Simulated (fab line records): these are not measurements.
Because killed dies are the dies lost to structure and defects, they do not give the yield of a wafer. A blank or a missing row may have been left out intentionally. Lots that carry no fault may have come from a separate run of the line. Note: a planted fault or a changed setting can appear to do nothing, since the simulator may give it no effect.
A lot that was struck, set against a sound lot + flow gf180mcu + 27 out of 602 route steps
Sound: these wafers, L656.1, L656.2, L656.4. Wafers L657.1, L657.2, L657.4 were the ones struck. At the end, the cause is stated.
Per side, at each step with rows, come the tool, then ch with its chambers, and then its first start. Under that, the readings that differ: sound wafers + struck wafers + difference of the means + sigmas: that difference in standard deviations of wafers without a fault.
alike: a reading whose means differ by less than 2 such deviations, as well as words and numbers matching on both sides. not compared: withheld readings; readings where some wafer has no value; bounds like >300 that might hide an equal value; numbers whose values overlap and for which the record gives no deviation.
A row with sigmas, a row that says differs or no value, or rows on one side alone: a step with any of these is where the two part. Non-overlapping numbers with no deviation appear without sigmas and do not part them. A reading missing from all wafers of one side parts the sides only when that side holds two or more wafers.

GF_HV_LDD_ETCHBACK_58: etches Si3N4 in CH3F/O2, stops on SiO2, time 100 s, target depth 90 nm.
  sound on rie diel-03 ch 1,2,3, day 14 03:43; struck on rie diel-04 ch 1,2,3, day 14 19:21
  alike: bias w, drypump motor current A, oes product au, rf fwd power W, throttle valve pct
  not compared: rf hours counter h
then, 7 steps without rows for these wafers: GF_NSD_DEHYDRATE_00 (time 60 s); GF_NSD_HMDS_01 (prime time 60 s); GF_NSD_COAT_02 (resist thk 1000 nm); GF_NSD_SOFTBAKE_03 (time 60 s); GF_NSD_EXPOSE_04 (exposes mask Nplus, target cd 400 nm); GF_NSD_PEB_05; GF_NSD_DEVELOP_06 (develop time 60 s).
GF_NSD_CD_MEAS_07 targets a cd of 400 nm.
  struck on cd sem-02, day 15 16:41; sound on cd sem-02, day 15 00:43
  alike: cd nm
GF_NSD_OVL_MEAS_08:
  struck on overlay-01, day 15 16:48; sound on overlay-02, day 15 00:50
  alike: NSD_OVL
then, 2 steps without rows for these wafers: GF_NSD_IMPLANT_09; GF_NSD_IMPLANT_10.
GF_NSD_STRIP_11: strips in O2/N2.
  sound on plasma asher-01 ch 0,1, day 15 01:11; struck on plasma asher-01 ch 0,1, day 15 17:08
| reading                                  | sound                | struck            | difference                    | sigmas |
|------------------------------------------|----------------------|-------------------|-------------------------------|--------|
| oes product au (a.u.)                    | 0.490 0.483 0.489    | 0.307 0.311 0.297 | -0.182                        | -37    |
| strip time to endpoint s (s)             | 22.995 22.996 22.990 | - - -             | no value on the struck wafers |        |
| model.NOVOLAK_of_NSD_COAT_02.thk nm (nm) | 0 0 0                | 700.4 699.1 701.2 | +700.2                        |        |
  alike: drypump motor current A, heater power w, o2 flow sccm
  not compared: rf hours counter h
GF_NSD_TW_MEAS_12:
  struck on film metro-03, day 15 17:14; sound on film metro-04, day 15 01:17
  alike: NSD_TW
then, 7 steps without rows for these wafers: GF_PSD_DEHYDRATE_00 (time 60 s); GF_PSD_HMDS_01 (prime time 60 s); GF_PSD_COAT_02 (resist thk 1000 nm); GF_PSD_SOFTBAKE_03 (time 60 s); GF_PSD_EXPOSE_04 (exposes mask Pplus, target cd 400 nm); GF_PSD_PEB_05; GF_PSD_DEVELOP_06 (develop time 60 s).
GF_PSD_CD_MEAS_07 targets a cd of 400 nm.
  struck on cd sem-02, day 16 14:38; sound on cd sem-01, day 15 22:22
  alike: cd nm
GF_PSD_OVL_MEAS_08:
  struck on overlay-02, day 16 14:46; sound on overlay-01, day 15 22:29
  alike: PSD_OVL
then, 1 step without rows for these wafers: GF_PSD_IMPLANT_09.
GF_PSD_STRIP_10: strips in O2/N2.
  sound on plasma asher-01 ch 0,1, day 15 22:41; struck on plasma asher-04 ch 0,1, day 16 14:56
| reading                      | sound                | struck               | difference | sigmas      |
|------------------------------|----------------------|----------------------|------------|-------------|
| oes product au (a.u.)        | 0.594 0.587 0.586    | 0.634 0.643 0.639    | +0.050     | +12         |
| strip time to endpoint s (s) | 16.528 16.537 16.491 | 26.988 26.968 26.992 | +10.464    | +99 or more |
  alike: drypump motor current A, heater power w, o2 flow sccm
  not compared: rf hours counter h
GF_PSD_TW_MEAS_11:
  struck on film metro-04, day 16 15:02; sound on film metro-02, day 15 22:47
| reading | sound          | struck   | difference | sigmas      |
|---------|----------------|----------|------------|-------------|
| PSD_TW  | 3181 3175 3178 | 29 29 29 | -3149      | -99 or more |
then, 1 step without rows for these wafers: GF_PSD_CLEAN_12 (cleans in SC1/SC2, time 150 s).

WHERE THEY PART
First at GF_NSD_STRIP_11; last, within this record, at GF_PSD_TW_MEAS_11.

WHY: whatever the simulator had introduced
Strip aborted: plasma asher-01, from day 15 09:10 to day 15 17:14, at GF_NSD_STRIP_11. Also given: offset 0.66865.
